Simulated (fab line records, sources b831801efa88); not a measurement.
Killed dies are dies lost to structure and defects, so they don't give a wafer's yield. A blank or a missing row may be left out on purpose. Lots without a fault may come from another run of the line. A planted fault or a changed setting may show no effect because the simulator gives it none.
Which tool did it? | flow sky130 | 12 lots, 36 wafers sampled, at 1 step of a route of 708

WHAT THE GAUGES READ, wafer by wafer
SKY_SONOS_ONO_THK_MEAS_03.
lot  | measured     | on            | SONOS_ONO_CVD_02_THK (nm)
L075 | day 11 21:33 | film_metro-03 | 10.46 10.42 10.49
L077 | day 12 08:50 | film_metro-01 | 10.52 10.45 10.59
L079 | day 13 05:21 | film_metro-03 | 10.45 10.44 10.48
L081 | day 13 20:30 | film_metro-02 | 10.42 10.39 10.63
L083 | day 14 09:48 | film_metro-01 | 10.69 10.59 10.73
L085 | day 15 01:37 | film_metro-01 | 10.36 10.42 10.50
L087 | day 15 16:58 | film_metro-03 | 10.64 10.58 10.68
L089 | day 16 14:32 | film_metro-03 | 10.78 10.66 10.73
L091 | day 17 06:36 | film_metro-01 | 10.32 10.54 10.34
L093 | day 18 04:31 | film_metro-02 | 10.63 10.61 10.69
L095 | day 18 16:25 | film_metro-01 | 10.47 10.58 10.49
L097 | day 19 09:55 | film_metro-01 | 10.31 10.28 10.27

WHICH TOOL RAN EACH LOT (tool, then ch and the chambers of the sampled wafers, then the start)
The record holds no process step before these readings.

THE ANSWER, worked out from the rows above alone
Rule: what is usual is taken from the lots themselves. Put in order of their means at a reading, lots are off if they are a third of the lots or fewer, leave a main group of 4 or more, and stand apart from it by a gap of 3 or more times the standard deviation of the main group's means; of several such gaps the widest counts. A main group whose means are all the same, to the digits that the tables above print for the reading, isn't used. A lot without any number at a reading at which 4 lots or more have one is off too. The other lots that the step has rows for count as sound.
No lot is off at any reading shown: from this, nothing can be told.

WHAT THE SIMULATOR HAD PUT IN
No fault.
